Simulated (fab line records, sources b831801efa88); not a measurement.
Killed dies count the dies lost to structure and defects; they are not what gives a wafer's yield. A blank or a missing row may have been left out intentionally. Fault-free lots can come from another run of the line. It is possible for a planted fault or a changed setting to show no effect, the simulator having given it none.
fab line records    flow gf180mcu    part 1 of 2: steps 1 to 29 of 42
record: lots: 5  wafers: 15  last-day: 34
route steps=602 shown V3@429 M4@456
lots with no fault: from the same line, run without faults
start-h: the number of hours between the record's first day and the start of the first shown wafer of the lot    wait-h: time in hours since the lot's previous step    " identical to the entry in the row above    L1.1+2: one row covering several wafers at once    - value missing, or start not given    * or withheld: withheld    < > ~ a bound
route shown NAME@n: names a module that has steps shown in the file, with the first one's number in the route    usual: the fault-free wafers' mean and standard deviation    same: alike in all rows    chamber/n: place in a boat    sites: per-site readings    _std_site: their standard deviation    _edge_site: outer sites' mean less inner sites'    radius-mm: for every site, how far away it sits from the centre of the wafer    mask NAME#n: copy n    behind: the most recent tool/chamber to have shaped the wafer    hold: the reason the lot was held/the length of the hold in hours/how it ended    device: which transistor (n, p or np) failed to switch    end of line: the same wafers' tests at the end of the route    a step given without rows: its recipe and nothing more    killed: not the wafer's yield, but the dies lost to structure and defects at the first sort    map: dies across one wafer; x = killed, . = not, _ = none there
set.NAME: setting as actually run; set.NAME@STEP: the setting as run at that earlier step    model.NAME: the simulator's own value behind a step, which no gauge read
lots at selected steps of the route; one table per step, one row per wafer
services: a tool's chamber out of use, with start hour (start-h, from the record's first day; less than 0 if before it), hours out, and reason
== steps ==
step: GF_V3_CVD_00
recipe: material: SiO2  target-thk-nm: 600  sigma-open-frac: 0.3  temp-c: 400  time-s: 100  sih4-flow-sccm: 60  pressure-mtorr: 6
lot.wafer   tool       chamber  start-h  wait-h
L077.1+4+5  hdpcvd-02  2,2,1    517.21   0.0
L079.2+3+6  hdpcvd-02  2,1,1    535.54   0.0
L080.1+5+6  hdpcvd-02  1,0,1    544.91   0.0
L089.1+3+6  hdpcvd-02  0,1,0    616.80   0.0
L092.2+3+5  hdpcvd-01  1,0,2    655.98   0.0
step: GF_V3_THK_MEAS_01
recipe: reads: SiO2_of_V3_CVD_00
usual: V3_CVD_00_THK: 598/5.7
lot.wafer  tool           chamber  start-h  wait-h  V3_CVD_00_THK[nm]
L077.1     film-metro-03  -        517.28   0.0     597
L077.4     "              -        "        "       603
L077.5     "              -        "        "       598
L079.2     film-metro-04  -        535.62   0.0     595
L079.3     "              -        "        "       605
L079.6     "              -        "        "       601
L080.1     film-metro-04  -        544.98   0.0     603
L080.5     "              -        "        "       599
L080.6     "              -        "        "       598
L089.1     film-metro-03  -        616.87   0.0     600
L089.3     "              -        "        "       590
L089.6     "              -        "        "       594
L092.2     film-metro-01  -        656.06   0.0     593
L092.3     "              -        "        "       588
L092.5     "              -        "        "       599
step: GF_V3_CVD_02
recipe: material: SiO2  target-thk-nm: 850  precursor: TEOS  temp-c: 400  time-s: 94.851  rf-w: 600
usual: heater-power-w: 661/71
lot.wafer  tool      chamber  start-h  wait-h  heater-power-w
L077.1     pecvd-01  1        517.34   0.1     690
L077.4     "         2        "        "       593
L077.5     "         1        "        "       562
L079.2     pecvd-01  1        535.67   0.0     648
L079.3     "         2        "        "       595
L079.6     "         0        "        "       563
L080.1     pecvd-04  2        545.04   0.1     728
L080.5     "         1        "        "       587
L080.6     "         2        "        "       813
L089.1     pecvd-03  0        616.93   0.1     764
L089.3     "         1        "        "       625
L089.6     "         0        "        "       791
L092.2     pecvd-03  1        656.11   0.0     705
L092.3     "         0        "        "       804
L092.5     "         1        "        "       579
step: GF_V3_THK_MEAS_03
recipe: reads: SiO2_of_V3_CVD_02
usual: V3_CVD_02_THK: 850/10
lot.wafer  tool           chamber  start-h  wait-h  V3_CVD_02_THK[nm]
L077.1     film-metro-03  -        517.41   0.0     845
L077.4     "              -        "        "       857
L077.5     "              -        "        "       856
L079.2     film-metro-03  -        535.75   0.0     847
L079.3     "              -        "        "       842
L079.6     "              -        "        "       860
L080.1     film-metro-01  -        545.11   0.0     843
L080.5     "              -        "        "       847
L080.6     "              -        "        "       857
L089.1     film-metro-01  -        617.05   0.1     843
L089.3     "              -        "        "       859
L089.6     "              -        "        "       855
L092.2     film-metro-04  -        656.19   0.0     838
L092.3     "              -        "        "       834
L092.5     "              -        "        "       858
step: GF_V3_CMP_04
recipe: material: SiO2  down-force-psi: 4  platen-rpm: 60  pad-velocity-m-s: 0.94248
usual: head-pressure-psi: 4.002/0.0082  motor-current-A: 12.3/1.2  time-to-endpoint-s: 83/5.6
lot.wafer  tool    chamber  start-h  wait-h  head-pressure-psi  motor-current-A  time-to-endpoint-s
L077.1     cmp-01  3        517.52   0.1     4.015              11.5             79
L077.4     "       0        "        "       4.010              11.2             84
L077.5     "       2        "        "       4.010              12.7             81
L079.3     cmp-02  1        535.85   0.1     4.011              11.7             76
L079.2     "       2        "        "       4.005              11.1             76
L079.6     "       0        "        "       3.992              14.2             87
L080.1     cmp-02  0        545.32   0.2     4.000              14.0             81
L080.6     "       1        "        "       4.017              10.7             85
L080.5     "       2        "        "       3.995              11.6             81
L089.3     cmp-01  2        617.11   0.0     3.994              13.3             80
L089.1     "       3        "        "       3.985              11.1             77
L089.6     "       2        "        "       3.991              13.3             76
L092.2     cmp-02  3        656.29   0.1     3.989              12.1             83
L092.3     "       1        "        "       3.990              11.6             78
L092.5     "       2        "        "       4.005              11.1             89
step: GF_V3_BOW_MEAS_05
recipe: mode: bow
usual: V3_BOW: 116/8.5
lot.wafer  tool           chamber  start-h  wait-h  V3_BOW[um]
L077.1     film-metro-01  -        517.78   0.2     114
L077.4     "              -        "        "       111
L077.5     "              -        "        "       121
L079.2     film-metro-01  -        536.12   0.2     117
L079.3     "              -        "        "       115
L079.6     "              -        "        "       124
L080.1     film-metro-03  -        545.47   0.1     131
L080.5     "              -        "        "       121
L080.6     "              -        "        "       122
L089.1     film-metro-03  -        617.41   0.2     120
L089.3     "              -        "        "       121
L089.6     "              -        "        "       124
L092.2     film-metro-03  -        656.56   0.2     115
L092.3     "              -        "        "       118
L092.5     "              -        "        "       122
step: GF_V3_DEHYDRATE_06
recipe: temp-c: 200  time-s: 60
lot.wafer   tool            chamber  start-h  wait-h
L077.1+4+5  litho-track-03  0        529.01   11.2
L079.2+3+6  litho-track-03  0        546.33   10.2
L080.1+5+6  litho-track-04  0        556.41   10.9
L089.1+3+6  litho-track-04  0        627.26   9.8
L092.2+3+5  litho-track-03  0        665.43   8.9
step: GF_V3_HMDS_07
recipe: prime-time-s: 60  prime-temp-c: 120
lot.wafer   tool            chamber  start-h  wait-h
L077.1+4+5  litho-track-03  0        529.16   0.1
L079.2+3+6  litho-track-03  0        546.48   0.1
L080.1+5+6  litho-track-04  0        556.56   0.1
L089.1+3+6  litho-track-04  0        627.41   0.1
L092.2+3+5  litho-track-03  0        665.58   0.1
step: GF_V3_COAT_08
recipe: resist: BARC  temp-c: withheld  time-s: withheld  spin-rpm: withheld  resist-thk-nm: withheld
lot.wafer   tool            chamber  start-h  wait-h
L077.1+4+5  litho-track-03  0        529.31   0.1
L079.2+3+6  litho-track-03  0        546.63   0.1
L080.1+5+6  litho-track-04  0        556.71   0.1
L089.1+3+6  litho-track-04  0        627.56   0.1
L092.2+3+5  litho-track-03  0        665.73   0.1
step: GF_V3_COAT_09
recipe: resist: KrF  spin-rpm: withheld  resist-thk-nm: 1000
lot.wafer   tool            chamber  start-h  wait-h
L077.1+4+5  litho-track-03  0        -        -
L079.2+3+6  litho-track-03  0        -        -
L080.1+5+6  litho-track-04  0        -        -
L089.1+3+6  litho-track-04  0        -        -
L092.2+3+5  litho-track-03  0        -        -
step: GF_V3_SOFTBAKE_10
recipe: temp-c: 130  time-s: 60  resist: KrF
lot.wafer   tool            chamber  start-h  wait-h
L077.1+4+5  litho-track-03  0        -        -
L079.2+3+6  litho-track-03  0        -        -
L080.1+5+6  litho-track-04  0        -        -
L089.1+3+6  litho-track-04  0        -        -
L092.2+3+5  litho-track-03  0        -        -
step: GF_V3_EXPOSE_11
recipe: mask-id: Via3  target-cd-nm: 260  na: 0.68  source-shape: conventional  sigma-outer: 0.6  dose-mj: 38
lot.wafer   tool            chamber  start-h  wait-h  mask
L077.1+4+5  krf-scanner-02  0        -        -       Via3#0
L079.2+3+6  krf-scanner-02  0        -        -       Via3#0
L080.1+5+6  krf-scanner-02  0        -        -       Via3#0
L089.1+3+6  krf-scanner-01  0        -        -       Via3#0
L092.2+3+5  krf-scanner-02  0        -        -       Via3#0
step: GF_V3_PEB_12
recipe: peb-temp-c: 135  peb-time-s: 90  resist: KrF
lot.wafer   tool            chamber  start-h  wait-h
L077.1+4+5  litho-track-03  0        -        -
L079.2+3+6  litho-track-03  0        -        -
L080.1+5+6  litho-track-03  0        -        -
L089.1+3+6  litho-track-04  0        -        -
L092.2+3+5  litho-track-04  0        -        -
step: GF_V3_DEVELOP_13
recipe: develop-time-s: 60  resist: KrF  dev-temp-c: 21
lot.wafer   tool            chamber  start-h  wait-h
L077.1+4+5  litho-track-03  0        541.01   0.2
L079.2+3+6  litho-track-03  0        558.08   0.2
L080.1+5+6  litho-track-03  0        567.86   0.2
L089.1+3+6  litho-track-04  0        637.41   0.2
L092.2+3+5  litho-track-04  0        675.93   0.2
step: GF_V3_CD_MEAS_14
recipe: target-cd-nm: 260
usual: cd-nm: 259.9/1
lot.wafer  tool       chamber  start-h  wait-h  cd-nm
L077.1     cd-sem-01  -        541.16   0.1     260.4
L077.4     "          -        "        "       259.7
L077.5     "          -        "        "       260.4
L079.2     cd-sem-01  -        558.23   0.1     258.8
L079.3     "          -        "        "       259.4
L079.6     "          -        "        "       259.6
L080.1     cd-sem-01  -        568.01   0.1     261.5
L080.5     "          -        "        "       260.5
L080.6     "          -        "        "       260.9
L089.1     cd-sem-01  -        637.56   0.1     261.7
L089.3     "          -        "        "       261.9
L089.6     "          -        "        "       261.4
L092.2     cd-sem-02  -        676.08   0.1     259.2
L092.3     "          -        "        "       258.0
L092.5     "          -        "        "       259.4
step: GF_V3_OVL_MEAS_15
usual: V3_OVL: 2/4.9
lot.wafer  tool        chamber  start-h  wait-h  V3_OVL[nm]
L077.1     overlay-01  -        541.28   0.1     2
L077.4     "           -        "        "       -11
L077.5     "           -        "        "       -2
L079.2     overlay-01  -        558.33   0.1     11
L079.3     "           -        "        "       10
L079.6     "           -        "        "       2
L080.1     overlay-02  -        568.13   0.1     -2
L080.5     "           -        "        "       4
L080.6     "           -        "        "       5
L089.1     overlay-02  -        637.68   0.1     -5
L089.3     "           -        "        "       -5
L089.6     "           -        "        "       5
L092.2     overlay-01  -        676.18   0.1     0
L092.3     "           -        "        "       -3
L092.5     "           -        "        "       -1
step: GF_V3_ETCH_16
recipe: chemistry: N2/H2  target-depth-a: withheld  overetch-a: withheld  time-s: withheld  target: BARC  ion-energy-ev: 200  source-w: 500  bias-w: 100  pressure-mtorr: 30  n2-flow-sccm: 100  h2-flow-sccm: 200
usual: drypump-motor-current-A: 5.5/0.44  oes-product-au: 0.856/0.0049  throttle-valve-pct: 13.226/0.0087
lot.wafer  tool         chamber  start-h  wait-h  drypump-motor-current-A  oes-product-au  throttle-valve-pct
L077.1     rie-diel-02  1        541.32   0.0     5.6                      0.860           13.219
L077.4     "            0        "        "       5.8                      0.859           13.210
L077.5     "            3        "        "       5.8                      0.862           13.248
L079.2     rie-diel-01  0        558.36   0.0     5.5                      0.853           13.233
L079.3     "            3        "        "       5.3                      0.862           13.207
L079.6     "            3        "        "       5.3                      0.863           13.235
L080.1     rie-diel-01  0        568.16   0.0     5.5                      0.857           13.210
L080.5     "            3        "        "       5.3                      0.857           13.229
L080.6     "            2        "        "       5.8                      0.853           13.230
L089.1     rie-diel-01  3        637.71   0.0     5.3                      0.859           13.239
L089.3     "            2        "        "       5.8                      0.856           13.217
L089.6     "            2        "        "       5.8                      0.855           13.226
L092.2     rie-diel-01  1        676.21   0.0     6.0                      0.856           13.231
L092.3     "            0        "        "       5.5                      0.848           13.227
L092.5     "            3        "        "       5.3                      0.853           13.211
step: GF_V3_ETCH_17
recipe: chemistry: C4F8/O2/Ar  mask-material: KrF  target: SiO2  stop-on: TiN  source-w: 1500  bias-w: 1200  pressure-mtorr: 40  c4f8-flow-sccm: withheld  O2_flow_sccm: 6  Ar_flow_sccm: 300  time-s: withheld  target-depth-a: 6350
usual: oes-product-au: 0.856/0.0048
lot.wafer  tool         chamber  start-h  wait-h  oes-product-au
L077.1     rie-diel-02  1        -        -       0.860
L077.4     "            0        "        "       0.852
L077.5     "            3        "        "       0.855
L079.2     rie-diel-01  0        -        -       0.859
L079.3     "            3        "        "       0.854
L079.6     "            3        "        "       0.861
L080.1     rie-diel-01  0        -        -       0.867
L080.5     "            3        "        "       0.856
L080.6     "            2        "        "       0.852
L089.1     rie-diel-01  3        -        -       0.857
L089.3     "            2        "        "       0.852
L089.6     "            2        "        "       0.862
L092.2     rie-diel-01  1        -        -       0.860
L092.3     "            0        "        "       0.860
L092.5     "            3        "        "       0.860
step: GF_V3_STRIP_18
recipe: chemistry: O2/N2  power-w: 1400  pressure-mtorr: 1500  platen-temp-c: 250  o2-flow-sccm: 3000  n2-flow-sccm: 300  overash-fraction: 0.5
usual: drypump-motor-current-A: 5.9/0.52  heater-power-w: 352/39  oes-product-au: 0.593/0.0048
lot.wafer  tool             chamber  start-h  wait-h  drypump-motor-current-A  heater-power-w  oes-product-au  rf-hours-counter-h
L077.1     plasma-asher-01  0        541.44   -       6.7                      327             0.590           12
L077.4     "                1        "        "       5.6                      389             0.593           -
L077.5     "                1        "        "       5.6                      397             0.585           -
L079.2     plasma-asher-03  1        558.49   -       5.1                      335             0.608           45
L079.3     "                1        "        "       5.1                      340             0.596           -
L079.6     "                1        "        "       5.1                      340             0.587           -
L080.1     plasma-asher-04  1        568.29   -       5.6                      403             0.597           75
L080.5     "                1        "        "       5.7                      413             0.600           -
L080.6     "                0        "        "       6.1                      305             0.588           -
L089.1     plasma-asher-03  0        637.84   -       5.5                      314             0.593           53
L089.3     "                0        "        "       5.5                      305             0.597           -
L089.6     "                0        "        "       5.5                      313             0.591           -
L092.2     plasma-asher-01  0        676.34   -       6.7                      330             0.595           28
L092.3     "                0        "        "       6.7                      328             0.596           -
L092.5     "                0        "        "       6.7                      342             0.601           -
step: GF_V3_STRIP_19
recipe: chemistry: post-etch-residue-remover  time-s: 1200  temp-c: 72.5
usual: bath-heat-duty-pct: 15.2/2
lot.wafer  tool          chamber  start-h  wait-h  bath-heat-duty-pct
L077.1     wet-bench-03  2        541.54   0.1     12.8
L077.4     "             2        "        "       13.4
L077.5     "             2        "        "       12.8
L079.2     wet-bench-04  1        558.59   0.1     17.5
L079.3     "             1        "        "       16.1
L079.6     "             1        "        "       17.7
L080.1     wet-bench-01  3        568.39   0.1     15.4
L080.5     "             3        "        "       16.6
L080.6     "             3        "        "       14.4
L089.1     wet-bench-01  1        637.94   0.1     13.6
L089.3     "             1        "        "       14.6
L089.6     "             1        "        "       13.4
L092.2     wet-bench-01  1        676.44   0.1     15.0
L092.3     "             1        "        "       14.0
L092.5     "             1        "        "       13.3
step: GF_V3_CLEAN_20
recipe: chemistry: DIW  dry: n2-spin
lot.wafer   tool          chamber  start-h  wait-h
L077.1+4+5  wet-bench-01  2        541.89   0.0
L079.2+3+6  wet-bench-01  1        558.94   0.0
L080.1+5+6  wet-bench-03  2        568.74   0.0
L089.1+3+6  wet-bench-03  2        638.29   0.0
L092.2+3+5  wet-bench-03  0        676.82   0.0
step: GF_V3_SPUTTER_21
recipe: material: Ti  target-thk-nm: 15  chamber-pressure-pa: 5  power-w: 2500  substrate-temp-c: 200  time-s: 80.02
usual: substrate-temp-c: 200.01/0.16  throttle-valve-pct: 29.8/0.78
lot.wafer  tool            chamber  start-h  wait-h  substrate-temp-c  throttle-valve-pct
L077.1     pvd-sputter-02  -        541.98   0.0     200.10            30.4
L077.4     "               -        "        "       200.02            30.0
L077.5     "               -        "        "       199.98            30.2
L079.2     pvd-sputter-03  -        559.04   0.0     199.89            30.7
L079.3     "               -        "        "       199.95            29.2
L079.6     "               -        "        "       200.02            29.2
L080.1     pvd-sputter-03  -        568.84   0.0     200.05            30.7
L080.5     "               -        "        "       199.88            29.8
L080.6     "               -        "        "       200.23            29.2
L089.1     pvd-sputter-01  -        638.47   0.0     199.90            29.4
L089.3     "               -        "        "       199.98            28.6
L089.6     "               -        "        "       199.87            31.5
L092.2     pvd-sputter-03  -        676.91   0.0     199.96            28.9
L092.3     "               -        "        "       200.11            30.5
L092.5     "               -        "        "       200.26            29.6
step: GF_V3_SPUTTER_22
recipe: material: TiN  target-thk-nm: 10  chamber-pressure-pa: 5  power-w: 4000  time-s: 40
usual: throttle-valve-pct: 29.8/0.79
lot.wafer  tool            chamber  start-h  wait-h  throttle-valve-pct
L077.1     pvd-sputter-02  -        542.04   0.0     30.2
L077.4     "               -        "        "       30.3
L077.5     "               -        "        "       30.0
L079.2     pvd-sputter-03  -        559.10   0.0     30.5
L079.3     "               -        "        "       28.9
L079.6     "               -        "        "       29.0
L080.1     pvd-sputter-03  -        568.90   0.0     30.8
L080.5     "               -        "        "       29.6
L080.6     "               -        "        "       29.3
L089.1     pvd-sputter-01  -        638.53   0.0     29.3
L089.3     "               -        "        "       29.1
L089.6     "               -        "        "       31.6
L092.2     pvd-sputter-03  -        676.97   0.0     29.0
L092.3     "               -        "        "       30.6
L092.5     "               -        "        "       29.6
step: GF_V3_CVD_23
recipe: material: W  target-thk-nm: 350  time-s: 104.9  temp-c: 400  pressure-torr: 40
usual: heater-power-w: 938/91
lot.wafer  tool      chamber  start-h  wait-h  heater-power-w
L077.1     cvd-w-02  0        542.08   0.0     962
L077.4     "         1        "        "       808
L077.5     "         0        "        "       945
L079.2     cvd-w-01  1        559.14   0.0     1051
L079.3     "         0        "        "       942
L079.6     "         1        "        "       1041
L080.1     cvd-w-01  0        568.94   0.0     948
L080.5     "         1        "        "       1025
L080.6     "         0        "        "       923
L089.1     cvd-w-02  0        638.57   0.0     947
L089.3     "         1        "        "       788
L089.6     "         1        "        "       808
L092.2     cvd-w-02  1        677.01   0.0     800
L092.3     "         0        "        "       948
L092.5     "         1        "        "       806
step: GF_V3_RS_MEAS_24
recipe: thk-meas-gauge: four-point-probe  reads: W_of_V3_CVD_23+TiN_of_V3_SPUTTER_22+Ti_of_V3_SPUTTER_21
usual: V3_W_RS: 0.325/0.0049
lot.wafer  tool           chamber  start-h  wait-h  V3_W_RS[ohm/sq]
L077.1     film-metro-01  -        542.19   0.1     0.324
L077.4     "              -        "        "       0.324
L077.5     "              -        "        "       0.321
L079.2     film-metro-03  -        559.27   0.1     0.324
L079.3     "              -        "        "       0.325
L079.6     "              -        "        "       0.329
L080.1     film-metro-01  -        569.05   0.1     0.331
L080.5     "              -        "        "       0.330
L080.6     "              -        "        "       0.334
L089.1     film-metro-04  -        638.68   0.1     0.315
L089.3     "              -        "        "       0.325
L089.6     "              -        "        "       0.328
L092.2     film-metro-04  -        677.14   0.1     0.328
L092.3     "              -        "        "       0.316
L092.5     "              -        "        "       0.326
step: GF_V3_THK_MEAS_25
recipe: thk-meas-gauge: xrf  reads: W_of_V3_CVD_23
usual: V3_W_THK: 331/5.4
lot.wafer  tool           chamber  start-h  wait-h  V3_W_THK[nm]
L077.1     film-metro-01  -        542.31   0.1     332
L077.4     "              -        "        "       331
L077.5     "              -        "        "       336
L079.2     film-metro-03  -        559.38   0.1     332
L079.3     "              -        "        "       332
L079.6     "              -        "        "       325
L080.1     film-metro-01  -        569.17   0.1     324
L080.5     "              -        "        "       327
L080.6     "              -        "        "       321
L089.1     film-metro-04  -        638.80   0.1     342
L089.3     "              -        "        "       335
L089.6     "              -        "        "       331
L092.2     film-metro-04  -        677.25   0.1     332
L092.3     "              -        "        "       345
L092.5     "              -        "        "       334
step: GF_V3_CMP_26
recipe: stop-on: SiO2  down-force-psi: 3.5  platen-rpm: 60  t-overpolish-s: 15  target-thk-nm: 0  pad-velocity-m-s: 0.94248
usual: head-pressure-psi: 3.500/0.0088  motor-current-A: 11.1/0.96  overpolish-run-s: 15.001/0.0091  time-to-endpoint-s: 86/3
lot.wafer  tool    chamber  start-h  wait-h  head-pressure-psi  motor-current-A  overpolish-run-s  time-to-endpoint-s
L077.1     cmp-02  0        542.37   0.1     3.495              13.2             14.999            88
L077.4     "       1        "        "       3.508              10.9             15.003            85
L077.5     "       0        "        "       3.498              12.6             14.994            86
L079.2     cmp-01  3        559.43   0.0     3.494              10.7             15.005            85
L079.3     "       2        "        "       3.505              11.9             15.013            82
L079.6     "       0        "        "       3.491              10.6             14.999            83
L080.1     cmp-01  0        569.28   0.1     3.506              10.5             14.995            81
L080.5     "       3        "        "       3.512              10.7             15.003            83
L080.6     "       0        "        "       3.506              10.8             14.990            83
L089.1     cmp-02  1        638.86   0.1     3.505              10.6             15.012            87
L089.3     "       3        "        "       3.486              11.7             14.992            87
L089.6     "       1        "        "       3.501              10.7             15.019            87
L092.2     cmp-02  0        677.35   0.1     3.496              12.3             15.018            90
L092.3     "       2        "        "       3.498              10.8             15.007            91
L092.5     "       0        "        "       3.502              13.0             14.988            88
step: GF_M4_SPUTTER_00
recipe: material: Ti  target-thk-nm: 37.5  arriving-ion-energy-ev: 80  substrate-temp-c: 200  chamber-pressure-pa: 2  power-w: 4000  time-s: 150
usual: substrate-temp-c: 199.98/0.16  throttle-valve-pct: 29.6/0.74
lot.wafer  tool            chamber  start-h  wait-h  substrate-temp-c  throttle-valve-pct
L077.1     pvd-sputter-04  -        542.67   0.2     199.81            29.9
L077.4     "               -        "        "       199.93            30.3
L077.5     "               -        "        "       199.89            29.1
L079.2     pvd-sputter-01  -        559.73   0.2     200.00            29.5
L079.3     "               -        "        "       199.88            28.5
L079.6     "               -        "        "       200.18            29.5
L080.1     pvd-sputter-04  -        569.53   0.2     199.90            29.1
L080.5     "               -        "        "       200.24            29.8
L080.6     "               -        "        "       199.89            30.3
L089.1     pvd-sputter-01  -        639.16   0.2     199.91            29.3
L089.3     "               -        "        "       199.92            28.5
L089.6     "               -        "        "       200.08            29.4
L092.2     pvd-sputter-02  -        677.60   0.2     199.78            29.7
L092.3     "               -        "        "       199.76            30.1
L092.5     "               -        "        "       199.97            30.3
step: GF_M4_SPUTTER_01
recipe: material: TiN  target-thk-nm: 30  power-w: 6500  time-s: 25  chamber-pressure-pa: 0.4
usual: throttle-valve-pct: 29.6/0.79
lot.wafer  tool            chamber  start-h  wait-h  throttle-valve-pct
L077.1     pvd-sputter-04  -        542.77   0.1     29.8
L077.4     "               -        "        "       30.5
L077.5     "               -        "        "       29.2
L079.2     pvd-sputter-01  -        559.83   0.1     29.2
L079.3     "               -        "        "       28.5
L079.6     "               -        "        "       29.4
L080.1     pvd-sputter-04  -        569.63   0.1     28.9
L080.5     "               -        "        "       29.9
L080.6     "               -        "        "       30.3
L089.1     pvd-sputter-01  -        639.26   0.1     29.6
L089.3     "               -        "        "       28.6
L089.6     "               -        "        "       29.4
L092.2     pvd-sputter-02  -        677.70   0.1     29.7
L092.3     "               -        "        "       30.4
L092.5     "               -        "        "       30.2
